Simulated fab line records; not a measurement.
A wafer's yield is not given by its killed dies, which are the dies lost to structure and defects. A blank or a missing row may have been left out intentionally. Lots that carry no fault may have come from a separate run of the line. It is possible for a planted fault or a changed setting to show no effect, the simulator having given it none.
Chamber matching :: flow gf180mcu :: pecvd-04 running GF_V4_CVD_02: 3 sister chambers
The step deposits SiO2 from TEOS, target thk 850 nm, time 94.851 s. 3 wafers are shown with their chamber, then 7 later ones without.

## WAFERS, EACH WITH ITS CHAMBER
wafer: L091.6
chamber: 2
heater power w (W): 614

wafer: L093.1
chamber: 1
heater power w (W): 471

wafer: L093.3
chamber: 0
heater power w (W): 653

## WAFERS WITH NO CHAMBER GIVEN
wafer: L093.4
heater power w (W): 506

wafer: L094.1
heater power w (W): 712

wafer: L094.4
heater power w (W): 759

wafer: L094.5
heater power w (W): 632

wafer: L097.2
heater power w (W): 672

wafer: L097.3
heater power w (W): 486

wafer: L097.4
heater power w (W): 776

## CHAMBER TAKEN BY EACH
wafer: L093.4
from the rows above: can't be placed: 1 or 2 or 0
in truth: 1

wafer: L094.1
from the rows above: can't be placed: 0 or 2
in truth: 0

wafer: L094.4
from the rows above: can't be placed: 0 or 2
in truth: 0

wafer: L094.5
from the rows above: can't be placed: 2 or 0
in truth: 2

wafer: L097.2
from the rows above: can't be placed: 0 or 2
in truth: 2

wafer: L097.3
from the rows above: can't be placed: 1 or 2
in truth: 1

wafer: L097.4
from the rows above: can't be placed: 0 or 2
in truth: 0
Placed correctly: 0 of 7. From these rows, 7 cannot be placed; in 7 the true chamber is one of the candidates. 0 placed wrongly.
How it was worked out, from the rows above alone: a wafer's distance from a chamber is the root of the sum, over the readings, of the square of ((its reading less the chamber's mean) divided by the reading's scatter). If the next closest chamber is less than 2 further off than the closest, the wafer can't be placed; otherwise it belongs to the closest. Each chamber's mean is taken over the wafers shown for it. The scatter: with one shown wafer a chamber, the root of the mean of the squares of how far each hidden wafer lies from its nearest shown one.
